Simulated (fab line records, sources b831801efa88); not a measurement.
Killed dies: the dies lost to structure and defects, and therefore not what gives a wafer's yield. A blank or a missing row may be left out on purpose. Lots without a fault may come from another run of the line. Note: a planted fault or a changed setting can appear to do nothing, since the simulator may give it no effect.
Which tool is to blame?    flow sky130    route of 708 steps, sampled at 1 step: 6 lots, 18 wafers

## WHAT EACH GAUGE READ, for each wafer
SKY_DNWELL_TW_MEAS_09.
lot   measured     on            DNWELL_TW
L977  day 3 11:11  filmMetro-04  1118 1120 1125
L979  day 3 18:56  filmMetro-04  1123 1122 1123
L985  day 5 04:13  filmMetro-04  1122 1121 1121
L988  day 5 22:44  filmMetro-02  1109 1109 1109
L995  day 7 11:31  filmMetro-02  1103 1101 1101
L999  day 8 09:17  filmMetro-04  1107 1110 1112

## TOOL THAT RAN EACH LOT (tool first, then ch and the chambers of the sampled wafers, then the start)
No process step before these readings appears in the record.

## THE ANSWER, worked out from the rows above alone
Rule: the usual values come from the lots themselves. Put in order of their means at a reading, lots are off if they are a third of the lots or fewer, leave a main group of 4 or more, and stand apart from it by a gap of 3 or more times the standard deviation of the main group's means; of several such gaps the widest counts. The tables above print the reading to a certain number of digits; a main group whose means all agree to those digits is not used. Also off: a lot with no number at a reading for which 4 or more lots have one. Any other lot the step has rows for is counted as sound.
Nothing can be told from this: no lot is off at any reading shown.

## WHAT WAS PUT IN BY THE SIMULATOR
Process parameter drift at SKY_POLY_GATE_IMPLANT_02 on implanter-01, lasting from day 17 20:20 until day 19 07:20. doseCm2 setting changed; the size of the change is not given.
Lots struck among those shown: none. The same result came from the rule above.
